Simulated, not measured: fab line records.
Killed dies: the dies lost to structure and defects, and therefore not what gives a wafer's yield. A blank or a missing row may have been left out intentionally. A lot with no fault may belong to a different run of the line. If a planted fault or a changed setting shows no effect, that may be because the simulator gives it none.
fab line records -- flow gf180mcu
[record] lots = 13, wafers = 39, last_day = 34
route steps=602 shown V1@339 V2@398 M3@415
lots that met no fault: from a run of the same line without faults
start_h: hours from the record's first day to the start of the lot's first wafer shown -- wait_h: hours elapsed since this lot's preceding step -- " same as the row above -- L1.1+2: a single row standing in for several wafers -- - value missing, or start not given -- * or withheld: withheld -- < > ~ a bound
route shown NAME@n: NAME is a module with steps in the file, n the number in the route of the first one -- usual: the fault-free wafers' mean and standard deviation -- same: alike in all rows -- chamber/n: place in a boat -- sites: the reading at each site -- _std_site: standard deviation across them -- _edge_site: inner sites' mean taken away from outer sites' mean -- radius_mm: for every site, how far away it sits from the centre of the wafer -- mask NAME#n: copy n -- behind: the tool/chamber that last shaped the wafer -- hold: why the lot went on hold/how many hours it stayed there/how the hold came to an end -- device: the n, p or np transistor that did not switch -- end of line: the same wafers' tests at the end of the route -- for a step that has no rows: nothing shown but its recipe -- killed: dies that structure and defects cost at the first sort, which is not the same as the wafer's yield -- map: a wafer's dies, marking killed ones x, the rest . and places with no die _
set.NAME: the setting the step ran with; set.NAME@STEP: the setting that earlier step ran with -- model.NAME: the simulator's own value behind a step, which no gauge read
steps of the route over a sample of lots; a table a step, a row a wafer
services: from which hour (start_h, from the record's first day; less than 0 if before it) a tool's chamber was out of use, for how many hours, and why
[[steps]]
[step GF_V1_CMP_04]
[recipe] material = SiO2, down_force_psi = 4, platen_rpm = 60, pad_velocity_m_s = 0.94248
[usual] motor_current_A = 11.7/0.76, platen_rpm = 60.00/0.039, time_to_endpoint_s = 84/5.2
lot.wafer,tool,chamber,start_h,wait_h,motor_current_A,platen_rpm,time_to_endpoint_s
L884.1,cmp-01,2,433.45,0.1,12.8,60.05,90
L884.4,cmp-01,3,433.45,0.1,11.2,60.03,94
L884.6,cmp-01,2,433.45,0.1,12.9,60.04,91
L885.2,cmp-02,0,440.36,0.0,12.6,60.04,80
L885.6,cmp-02,0,440.36,0.0,12.7,60.09,84
L885.5,cmp-02,1,440.36,0.0,11.4,60.03,90
L887.1,cmp-01,1,461.08,0.1,11.4,59.98,81
L887.3,cmp-01,2,461.08,0.1,13.1,59.98,78
L887.4,cmp-01,3,461.08,0.1,11.4,60.01,86
L890.2,cmp-02,0,491.83,0.1,11.4,59.99,88
L890.1,cmp-02,2,491.83,0.1,11.4,59.94,85
L890.5,cmp-02,3,491.83,0.1,11.5,60.01,89
L891.4,cmp-02,1,496.08,0.1,10.8,60.06,81
L891.5,cmp-02,3,496.08,0.1,11.8,60.03,90
L891.6,cmp-02,0,496.08,0.1,12.6,59.98,89
L892.3,cmp-02,2,505.88,0.0,11.9,60.00,82
L892.1,cmp-02,3,505.88,0.0,11.7,60.02,87
L892.4,cmp-02,1,505.88,0.0,11.3,59.99,84
L893.1,cmp-01,3,510.93,0.1,11.2,59.95,76
L893.3,cmp-01,0,510.93,0.1,11.3,60.07,78
L893.4,cmp-01,2,510.93,0.1,12.8,59.97,88
L895.4,cmp-02,3,526.03,0.1,11.9,60.04,93
L895.5,cmp-02,1,526.03,0.1,11.4,60.01,84
L895.6,cmp-02,2,526.03,0.1,11.0,59.98,86
L896.3,cmp-01,2,541.03,0.1,13.5,60.01,81
L896.1,cmp-01,0,541.03,0.1,11.1,60.14,83
L896.5,cmp-01,2,541.03,0.1,12.9,60.04,89
L898.1,cmp-01,1,554.48,0.1,12.2,60.08,76
L898.2,cmp-01,3,554.48,0.1,10.8,59.99,80
L898.6,cmp-01,0,554.48,0.1,11.0,59.96,86
L899.1,cmp-02,0,560.43,0.1,12.4,59.99,88
L899.2,cmp-02,2,560.43,0.1,11.1,60.06,80
L899.4,cmp-02,3,560.43,0.1,11.5,59.96,94
L900.3,cmp-01,2,568.41,0.1,13.6,60.01,92
L900.1,cmp-01,3,568.41,0.1,11.7,60.00,84
L900.2,cmp-01,0,568.41,0.1,11.0,59.99,87
L902.2,cmp-02,2,586.31,0.0,11.4,59.96,79
L902.3,cmp-02,3,586.31,0.0,11.8,60.07,79
L902.1,cmp-02,0,586.31,0.0,12.9,60.03,80
[step GF_V2_ETCH_16]
[recipe] chemistry = N2/H2, target_depth_a = withheld, overetch_a = withheld, time_s = withheld, target = BARC, ion_energy_ev = 200, source_w = 500, bias_w = 97.89, pressure_mtorr = 30, n2_flow_sccm = 100, h2_flow_sccm = 200
[usual] chamber_pressure_mTorr = 29.999/0.029, drypump_motor_current_A = 5.6/0.47, oes_product_au = 0.854/0.0043, rf_fwd_power_W = 495.6/1.8, throttle_valve_pct = 13.225/0.0092
lot.wafer,tool,chamber,start_h,wait_h,chamber_pressure_mTorr,drypump_motor_current_A,oes_product_au,rf_fwd_power_W,throttle_valve_pct
L884.1,rie_diel-01,1,509.65,0.0,30.016,5.6,0.848,494.0,13.239
L884.4,rie_diel-01,2,509.65,0.0,30.004,5.2,0.850,495.0,13.238
L884.6,rie_diel-01,1,509.65,0.0,29.951,5.6,0.859,493.4,13.212
L885.2,rie_diel-01,0,515.74,0.0,30.009,5.5,0.856,575.6,13.232
L885.5,rie_diel-01,1,515.74,0.0,30.035,5.6,0.855,574.9,13.236
L885.6,rie_diel-01,0,515.74,0.0,30.007,5.5,0.856,574.7,13.246
L887.1,rie_diel-01,2,534.88,0.0,29.975,5.1,0.848,574.5,13.216
L887.3,rie_diel-01,0,534.88,0.0,30.001,5.5,0.847,576.1,13.228
L887.4,rie_diel-01,2,534.88,0.0,29.986,5.1,0.857,575.2,13.229
L890.1,rie_diel-04,3,564.34,0.0,29.940,6.1,0.847,492.3,13.248
L890.2,rie_diel-04,2,564.34,0.0,30.076,5.7,0.846,494.3,13.208
L890.5,rie_diel-04,3,564.34,0.0,30.075,6.1,0.850,494.3,13.219
L891.4,rie_diel-03,0,568.14,0.0,29.996,5.3,0.866,496.1,13.229
L891.5,rie_diel-03,0,568.14,0.0,30.016,5.3,0.849,492.3,13.219
L891.6,rie_diel-03,3,568.14,0.0,29.954,6.0,0.858,498.2,13.226
L892.1,rie_diel-03,3,575.99,0.0,30.005,6.1,0.856,499.1,13.221
L892.3,rie_diel-03,0,575.99,0.0,30.008,5.3,0.850,495.1,13.229
L892.4,rie_diel-03,2,575.99,0.0,30.017,4.7,0.856,493.0,13.221
L893.1,rie_diel-04,0,582.25,0.0,29.999,6.3,0.852,497.3,13.208
L893.3,rie_diel-04,3,582.25,0.0,29.979,6.1,0.848,494.9,13.219
L893.4,rie_diel-04,1,582.25,0.0,29.983,5.4,0.852,495.5,13.218
L895.4,rie_diel-04,0,596.12,0.0,29.989,6.3,0.853,496.9,13.234
L895.5,rie_diel-04,2,596.12,0.0,29.989,5.7,0.859,497.5,13.236
L895.6,rie_diel-04,3,596.12,0.0,30.051,6.1,0.862,494.3,13.234
L896.1,rie_diel-01,0,609.94,0.0,29.994,5.6,0.860,498.8,13.237
L896.3,rie_diel-01,2,609.94,0.0,30.019,5.2,0.856,493.4,13.211
L896.5,rie_diel-01,2,609.94,0.0,30.027,5.2,0.857,494.1,13.232
L898.1,rie_diel-03,3,622.35,0.0,29.980,6.1,0.855,495.0,13.230
L898.2,rie_diel-03,0,622.35,0.0,29.987,5.3,0.861,495.5,13.229
L898.6,rie_diel-03,1,622.35,0.0,30.013,5.3,0.850,496.6,13.233
L899.1,rie_diel-03,1,628.20,0.0,30.034,5.4,0.853,494.7,13.222
L899.2,rie_diel-03,0,628.20,0.0,29.955,5.3,0.853,494.3,13.229
L899.4,rie_diel-03,3,628.20,0.0,30.014,6.0,0.862,495.6,13.228
L900.1,rie_diel-04,3,634.39,0.0,30.038,6.1,0.854,494.5,13.216
L900.2,rie_diel-04,0,634.39,0.0,29.969,6.2,0.850,494.9,13.231
L900.3,rie_diel-04,2,634.39,0.0,30.006,5.7,0.854,495.4,13.220
L902.1,rie_diel-03,2,652.49,0.0,30.015,4.7,0.851,496.6,13.220
L902.2,rie_diel-03,3,652.49,0.0,30.017,6.1,0.849,496.9,13.226
L902.3,rie_diel-03,1,652.49,0.0,29.997,5.3,0.857,496.9,13.222
[step GF_M3_THK_MEAS_06]
[recipe] thk_meas_gauge = xrf, reads = AlCu_of_M3_SPUTTER_02
[usual] M3_ALCU_THK = 449/4.5
lot.wafer,tool,chamber,start_h,wait_h,M3_ALCU_THK[nm]
L884.1,film_metro-02,-,511.35,0.1,448
L884.4,film_metro-02,-,511.35,0.1,450
L884.6,film_metro-02,-,511.35,0.1,451
L885.2,film_metro-04,-,517.45,0.1,455
L885.5,film_metro-04,-,517.45,0.1,452
L885.6,film_metro-04,-,517.45,0.1,448
L887.1,film_metro-04,-,536.60,0.1,447
L887.3,film_metro-04,-,536.60,0.1,446
L887.4,film_metro-04,-,536.60,0.1,447
L890.1,film_metro-04,-,566.04,0.1,454
L890.2,film_metro-04,-,566.04,0.1,450
L890.5,film_metro-04,-,566.04,0.1,454
L891.4,film_metro-02,-,569.87,0.1,450
L891.5,film_metro-02,-,569.87,0.1,449
L891.6,film_metro-02,-,569.87,0.1,447
L892.1,film_metro-04,-,577.91,0.1,446
L892.3,film_metro-04,-,577.91,0.1,440
L892.4,film_metro-04,-,577.91,0.1,448
L893.1,film_metro-04,-,583.95,0.1,461
L893.3,film_metro-04,-,583.95,0.1,457
L893.4,film_metro-04,-,583.95,0.1,456
L895.4,film_metro-04,-,597.83,0.1,451
L895.5,film_metro-04,-,597.83,0.1,448
L895.6,film_metro-04,-,597.83,0.1,452
L896.1,film_metro-04,-,611.73,0.1,446
L896.3,film_metro-04,-,611.73,0.1,448
L896.5,film_metro-04,-,611.73,0.1,445
L898.1,film_metro-03,-,624.11,0.1,450
L898.2,film_metro-03,-,624.11,0.1,448
L898.6,film_metro-03,-,624.11,0.1,442
L899.1,film_metro-02,-,629.95,0.1,446
L899.2,film_metro-02,-,629.95,0.1,451
L899.4,film_metro-02,-,629.95,0.1,450
L900.1,film_metro-04,-,636.16,0.1,450
L900.2,film_metro-04,-,636.16,0.1,453
L900.3,film_metro-04,-,636.16,0.1,448
L902.1,film_metro-03,-,654.34,0.1,451
L902.2,film_metro-03,-,654.34,0.1,447
L902.3,film_metro-03,-,654.34,0.1,449
[step GF_M3_STRIP_17]
[recipe] chemistry = O2/N2, power_w = 1400, pressure_mtorr = 1500, platen_temp_c = 250, o2_flow_sccm = 3000, n2_flow_sccm = 300, overash_fraction = 0.5
[usual] chamber_pressure_mTorr = 1500.0/1.4, drypump_motor_current_A = 5.8/0.66, heater_power_w = 338/28, oes_product_au = 0.538/0.0046, strip_time_to_endpoint_s = 7.39/0.038
lot.wafer,tool,chamber,start_h,wait_h,chamber_pressure_mTorr,drypump_motor_current_A,heater_power_w,oes_product_au,rf_hours_counter_h,strip_time_to_endpoint_s
L884.1,plasma_asher-02,0,534.43,0.1,1501.5,6.7,319,0.536,45,7.43
L884.4,plasma_asher-02,0,534.43,0.1,1499.9,6.7,323,0.539,-,7.43
L884.6,plasma_asher-02,1,534.43,0.1,1500.3,5.4,342,0.542,-,7.45
L885.2,plasma_asher-02,1,540.54,0.1,1502.4,5.4,341,0.541,46,7.36
L885.5,plasma_asher-02,0,540.54,0.1,1500.3,6.7,320,0.533,-,7.33
L885.6,plasma_asher-02,1,540.54,0.1,1501.1,5.4,344,0.536,-,7.39
L887.1,plasma_asher-04,0,559.29,0.1,1501.3,6.1,338,0.537,14,7.39
L887.3,plasma_asher-04,1,559.29,0.1,1499.6,6.1,374,0.543,-,7.35
L887.4,plasma_asher-04,0,559.29,0.1,1500.7,6.1,334,0.535,-,7.36
L890.1,plasma_asher-02,1,588.03,0.1,1499.4,5.5,346,0.540,52,7.39
L890.2,plasma_asher-02,0,588.03,0.1,1498.3,6.7,317,0.538,52,7.31
L890.5,plasma_asher-02,0,588.03,0.1,1500.8,6.7,337,0.539,-,7.42
L891.4,plasma_asher-02,1,591.72,0.1,1499.2,5.4,347,0.532,-,7.42
L891.5,plasma_asher-02,0,591.72,0.1,1497.6,6.7,323,0.542,-,7.44
L891.6,plasma_asher-02,1,591.72,0.1,1501.1,5.5,344,0.539,-,7.40
L892.1,plasma_asher-02,1,599.48,0.1,1501.9,5.5,340,0.532,53,7.39
L892.3,plasma_asher-02,0,599.48,0.1,1498.8,6.7,323,0.538,-,7.43
L892.4,plasma_asher-02,1,599.48,0.1,1499.9,5.4,346,0.540,-,7.40
L893.1,plasma_asher-04,1,604.69,0.1,1501.8,6.1,380,0.530,19,7.36
L893.3,plasma_asher-04,0,604.69,0.1,1501.2,6.1,332,0.540,-,7.34
L893.4,plasma_asher-04,1,604.69,0.1,1496.8,6.1,371,0.532,-,7.40
L895.4,plasma_asher-02,0,618.02,0.1,1501.0,6.7,320,0.537,-,7.44
L895.5,plasma_asher-02,0,618.02,0.1,1502.3,6.8,323,0.535,-,7.44
L895.6,plasma_asher-02,1,618.02,0.1,1499.0,5.5,338,0.541,-,7.42
L896.1,plasma_asher-02,0,632.44,0.1,1500.7,6.7,326,0.547,57,7.32
L896.3,plasma_asher-02,1,632.44,0.1,1499.8,5.5,345,0.538,-,7.35
L896.5,plasma_asher-02,0,632.44,0.1,1498.3,6.7,322,0.536,-,7.36
L898.1,plasma_asher-03,0,644.86,0.1,1501.4,5.2,278,0.541,101,7.39
L898.2,plasma_asher-03,1,644.86,0.1,1500.1,4.6,362,0.532,101,7.36
L898.6,plasma_asher-03,0,644.86,0.1,1499.4,5.2,278,0.544,-,7.34
L899.1,plasma_asher-04,0,650.14,0.1,1499.6,6.1,327,0.542,24,7.42
L899.2,plasma_asher-04,1,650.14,0.1,1499.6,6.1,373,0.543,24,7.45
L899.4,plasma_asher-04,0,650.14,0.1,1500.8,6.1,335,0.541,-,7.41
L900.1,plasma_asher-02,0,656.00,0.1,1498.5,6.7,322,0.532,60,7.41
L900.2,plasma_asher-02,1,656.00,0.1,1499.2,5.4,346,0.542,60,7.41
L900.3,plasma_asher-02,0,656.00,0.1,1503.2,6.7,336,0.531,-,7.36
L902.1,plasma_asher-02,1,674.18,0.1,1497.4,5.4,333,0.536,62,7.38
L902.2,plasma_asher-02,0,674.18,0.1,1500.5,6.7,321,0.534,62,7.36
L902.3,plasma_asher-02,1,674.18,0.1,1500.9,5.4,342,0.534,-,7.33
[[services]]
tool,chamber,start_h,hours,kind
cmp-01,-,415.53,1.1,repair
plasma_asher-04,-,421.25,9.0,pm
cmp-02,-,434.37,2.6,repair
rie_diel-04,1,452.13,3.0,repair
rie_diel-01,-,454.70,0.8,repair
rie_diel-04,1,472.97,3.9,repair
rie_diel-01,-,473.82,1.6,repair
cmp-02,-,473.92,1.5,repair
plasma_asher-04,-,483.93,2.8,pm
cmp-02,-,497.13,3.7,repair
rie_diel-03,-,532.48,15.6,pm
cmp-01,-,542.70,2.3,repair
plasma_asher-04,-,553.07,0.7,repair
cmp-02,-,553.35,3.3,pm
rie_diel-04,1,560.78,12.4,repair
cmp-02,-,572.03,4.0,pm
rie_diel-03,1,595.42,1.8,repair
cmp-02,-,605.33,0.6,repair
cmp-01,-,629.47,1.9,repair
cmp-02,-,634.36,0.3,repair
rie_diel-03,0,644.66,10.2,repair
cmp-01,-,648.92,5.2,repair
rie_diel-01,2,663.08,1.4,repair
cmp-01,-,663.81,2.8,pm
[[key]]
[first_sign] step = GF_V2_ETCH_16, reading = rf_fwd_power_W, direction = up, sigmas = 43, usual = 495.6, struck = 575.2
effect none on later readings
met_at GF_V2_ETCH_16
struck_lots L885,L887
rows_end L885.2,L885.5,L885.6,L887.1,L887.3,L887.4
not_acting_at GF_V1_CMP_04,GF_M3_THK_MEAS_06,GF_M3_STRIP_17
onset_between 509.65 515.74
[earlier_fault] kind = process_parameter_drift, tool = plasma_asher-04, chamber = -, onset_h = 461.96, steps = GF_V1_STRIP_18, channel = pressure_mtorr, offset = 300, shape = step, acts_in = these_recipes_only, stated = 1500
[fault] kind = process_parameter_drift, tool = rie_diel-01, chamber = -, onset_h = 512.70, steps = GF_V2_ETCH_16, channel = source_w, offset = 80, shape = step, end_h = 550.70, acts_in = these_recipes_only, stated = 500
// rows_end: these wafers met a further fault down the route, and their rows from its step on are left out
